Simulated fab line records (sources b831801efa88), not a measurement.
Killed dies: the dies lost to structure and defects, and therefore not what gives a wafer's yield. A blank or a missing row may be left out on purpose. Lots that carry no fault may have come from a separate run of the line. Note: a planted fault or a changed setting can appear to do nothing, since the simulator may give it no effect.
Matching of chambers || flow sky130 || 4 sister chambers for SKY_POLY_GATE_ETCH_17 on rie_si-01
The step etches poly-Si in HBr/Cl2, stops on SiO2, target depth 180 nm, time 70.5 s. 14 wafers are shown with their chamber, then 7 later ones without.

== WAFERS PAIRED WITH THEIR CHAMBERS ==
{"wafer": "L417.1", "chamber": 2, "drypump_motor_current_A (A)": 5.8, "he_backside_leak_sccm (sccm)": 2.32, "oes_product_au (a.u.)": 0.993}
{"wafer": "L417.5", "chamber": 2, "drypump_motor_current_A (A)": 5.8, "he_backside_leak_sccm (sccm)": 2.34, "oes_product_au (a.u.)": 0.988}
{"wafer": "L417.6", "chamber": 0, "drypump_motor_current_A (A)": 5.9, "he_backside_leak_sccm (sccm)": 2.45, "oes_product_au (a.u.)": 0.984}
{"wafer": "L418.4", "chamber": 3, "drypump_motor_current_A (A)": 6.4, "he_backside_leak_sccm (sccm)": 2.31, "oes_product_au (a.u.)": 0.993}
{"wafer": "L418.5", "chamber": 2, "drypump_motor_current_A (A)": 5.8, "he_backside_leak_sccm (sccm)": 2.36, "oes_product_au (a.u.)": 0.989}
{"wafer": "L418.6", "chamber": 0, "drypump_motor_current_A (A)": 5.9, "he_backside_leak_sccm (sccm)": 2.53, "oes_product_au (a.u.)": 0.990}
{"wafer": "L420.3", "chamber": 3, "drypump_motor_current_A (A)": 6.5, "he_backside_leak_sccm (sccm)": 2.49, "oes_product_au (a.u.)": 0.993}
{"wafer": "L420.5", "chamber": 0, "drypump_motor_current_A (A)": 5.9, "he_backside_leak_sccm (sccm)": 2.45, "oes_product_au (a.u.)": 0.981}
{"wafer": "L420.6", "chamber": 1, "drypump_motor_current_A (A)": 6.0, "he_backside_leak_sccm (sccm)": 2.67, "oes_product_au (a.u.)": 0.988}
{"wafer": "L435.1", "chamber": 1, "drypump_motor_current_A (A)": 6.0, "he_backside_leak_sccm (sccm)": 2.71, "oes_product_au (a.u.)": 0.978}
{"wafer": "L435.3", "chamber": 2, "drypump_motor_current_A (A)": 5.8, "he_backside_leak_sccm (sccm)": 2.31, "oes_product_au (a.u.)": 0.987}
{"wafer": "L435.5", "chamber": 2, "drypump_motor_current_A (A)": 5.8, "he_backside_leak_sccm (sccm)": 2.33, "oes_product_au (a.u.)": 0.994}
{"wafer": "L436.1", "chamber": 3, "drypump_motor_current_A (A)": 6.5, "he_backside_leak_sccm (sccm)": 2.37, "oes_product_au (a.u.)": 0.994}
{"wafer": "L436.3", "chamber": 0, "drypump_motor_current_A (A)": 5.9, "he_backside_leak_sccm (sccm)": 2.33, "oes_product_au (a.u.)": 0.982}

SIGNATURES (averages over the wafers above)
{"reading": "drypump_motor_current_A", "chamber 0": 5.900, "chamber 1": 6.000, "chamber 2": 5.800, "chamber 3": 6.467, "scatter within a chamber": 0.0258}
{"reading": "he_backside_leak_sccm", "chamber 0": 2.4400, "chamber 1": 2.6900, "chamber 2": 2.3320, "chamber 3": 2.3900, "scatter within a chamber": 0.0628}
{"reading": "oes_product_au", "chamber 0": 0.98425, "chamber 1": 0.98300, "chamber 2": 0.99020, "chamber 3": 0.99333, "scatter within a chamber": 0.00372}
Rule: for a wafer and a chamber, the distance is found by dividing, reading by reading, the gap between the wafer's reading and the chamber's mean by the reading's scatter, squaring, summing and taking the root. The wafer belongs to the nearest chamber; if the next one is less than 2 further off, it can't be placed. How the scatter is found: for the shown wafers, subtract from each reading the mean of its chamber, square and add these, divide the total by (wafers less chambers), then take the root.

== WAFERS WITHOUT THEIR CHAMBER ==
{"wafer": "L436.5", "drypump_motor_current_A (A)": 5.9, "he_backside_leak_sccm (sccm)": 2.48, "oes_product_au (a.u.)": 0.984}
{"wafer": "L439.3", "drypump_motor_current_A (A)": 6.5, "he_backside_leak_sccm (sccm)": 2.29, "oes_product_au (a.u.)": 0.988}
{"wafer": "L439.4", "drypump_motor_current_A (A)": 6.0, "he_backside_leak_sccm (sccm)": 2.70, "oes_product_au (a.u.)": 0.979}
{"wafer": "L439.5", "drypump_motor_current_A (A)": 5.9, "he_backside_leak_sccm (sccm)": 2.46, "oes_product_au (a.u.)": 0.986}
{"wafer": "L440.1", "drypump_motor_current_A (A)": 6.0, "he_backside_leak_sccm (sccm)": 2.82, "oes_product_au (a.u.)": 0.976}
{"wafer": "L440.4", "drypump_motor_current_A (A)": 6.5, "he_backside_leak_sccm (sccm)": 2.45, "oes_product_au (a.u.)": 0.977}
{"wafer": "L440.5", "drypump_motor_current_A (A)": 5.8, "he_backside_leak_sccm (sccm)": 2.39, "oes_product_au (a.u.)": 0.981}

== EACH ONE'S CHAMBER ==
{"wafer": "L436.5", "from the rows above": 0, "in truth": 0}
{"wafer": "L439.3", "from the rows above": 3, "in truth": 3}
{"wafer": "L439.4", "from the rows above": 1, "in truth": 1}
{"wafer": "L439.5", "from the rows above": 0, "in truth": 0}
{"wafer": "L440.1", "from the rows above": 1, "in truth": 1}
{"wafer": "L440.4", "from the rows above": 3, "in truth": 3}
{"wafer": "L440.5", "from the rows above": "can't be placed: 2 or 0", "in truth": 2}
6 of 7 placed correctly. From these rows, 1 cannot be placed; in 1 the true chamber is one of the candidates. Number placed wrongly: 0.
